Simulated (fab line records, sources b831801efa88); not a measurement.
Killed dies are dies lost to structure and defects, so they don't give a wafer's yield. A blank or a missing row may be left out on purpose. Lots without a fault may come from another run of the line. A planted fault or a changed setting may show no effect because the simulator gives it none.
One fault seen from 2 desks | flow sky130 | each desk has only its own numbers; what lay behind them comes last

THE METROLOGY DESK
What the gauges read, lot by lot, whatever tool the lot ran on: means of the sampled wafers that have a number. A lot is out of limits, marked OUT, if its mean lies more than 4 standard deviations from the usual mean; the brackets give that distance.
Columns: A = LDD_HVN_TW at SKY_LDD_HVN_TW_MEAS_10, usual 1439; B = cd_nm at SKY_POLY_CUT_CD_MEAS_08, usual 270.2 nm; C = RES_XHIGH_RS at SKY_SD_N_RS_MEAS_18, usual 333.1 ohm/sq
lot  | first seen here | A    | B     | C
L636 | day 22 02:46    | 1466 | 269.4 | 333.9
L634 | day 22 03:04    | 1473 | 271.4 | 334.1
L638 | day 22 03:39    | 1445 | 267.6 | 334.5
L639 | day 22 08:59    | 1443 | 269.0 | 376.1 (+36) OUT
L640 | day 22 14:41    | 1407 | 269.9 | 376.8 (+36) OUT
L648 | day 26 06:38    | 1478 | 270.8 | 333.7
L647 | day 26 11:05    | 1438 | 271.0 | 331.7
L649 | day 27 00:05    | 1408 | 270.3 | 332.2
L652 | day 27 04:14    | 1436 | 272.5 | 332.9
L651 | day 27 08:54    | 1408 | 269.4 | 335.2
L653 | day 27 14:33    | 1401 | 270.7 | 332.8
L654 | day 27 20:05    | 1405 | 273.5 | 333.9
This desk's finding: out of limits on L639, L640; first on L639, day 29 18:24 (RES_XHIGH_RS at SKY_SD_N_RS_MEAS_18). In limits: L636, L634, L638, L648, L647, L649, L652, L651, L653, L654.

THE TOOL OWNER'S DESK: implanter-01
The tool's own readings at SKY_RES_XHIGH_IMPLANT_07: means of the sampled wafers that have a number, for each lot that ran on this tool. A lot is out of limits, marked OUT, if its mean lies more than 4 standard deviations from the usual mean; the brackets give that distance.
Columns: A = beam_on_s at SKY_RES_XHIGH_IMPLANT_07, usual 38.5 s; B = dose_ions_cm2 at SKY_RES_XHIGH_IMPLANT_07, usual 3.601e+14
lot  | first seen here | A               | B
L636 | day 28 08:08    | 38.0            | 3.598e+14
L638 | day 28 09:34    | 38.1            | 3.600e+14
L639 | day 28 13:38    | 33.1 (-4.5) OUT | 3.085e+14 (-99 or more) OUT
L640 | day 28 19:19    | 32.8 (-4.8) OUT | 3.082e+14 (-99 or more) OUT
L647 | day 32 13:01    | 38.5            | 3.599e+14
L649 | day 32 20:38    | 38.7            | 3.594e+14
This desk's finding: out of limits on L639, L640; first on L639, day 28 13:38 (beam_on_s at SKY_RES_XHIGH_IMPLANT_07). In limits: L636, L638, L647, L649.

PUT TOGETHER
The tool owner's desk could have raised an alarm at day 28 13:38, on L639, L640.
The metrology desk could have raised an alarm at day 29 18:24, on L639, L640.
Of the lots named, all ran SKY_RES_XHIGH_IMPLANT_07 on implanter-01.

WHAT THE SIMULATOR HAD PUT IN
Process parameter drift: implanter-01, from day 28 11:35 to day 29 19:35, at SKY_RES_XHIGH_IMPLANT_07. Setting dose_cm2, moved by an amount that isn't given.
Lots struck among those shown: L639, L640.
Hours from the fault's start to each desk's first reading out of limits: the tool owner's desk, 2; the metrology desk, 31.
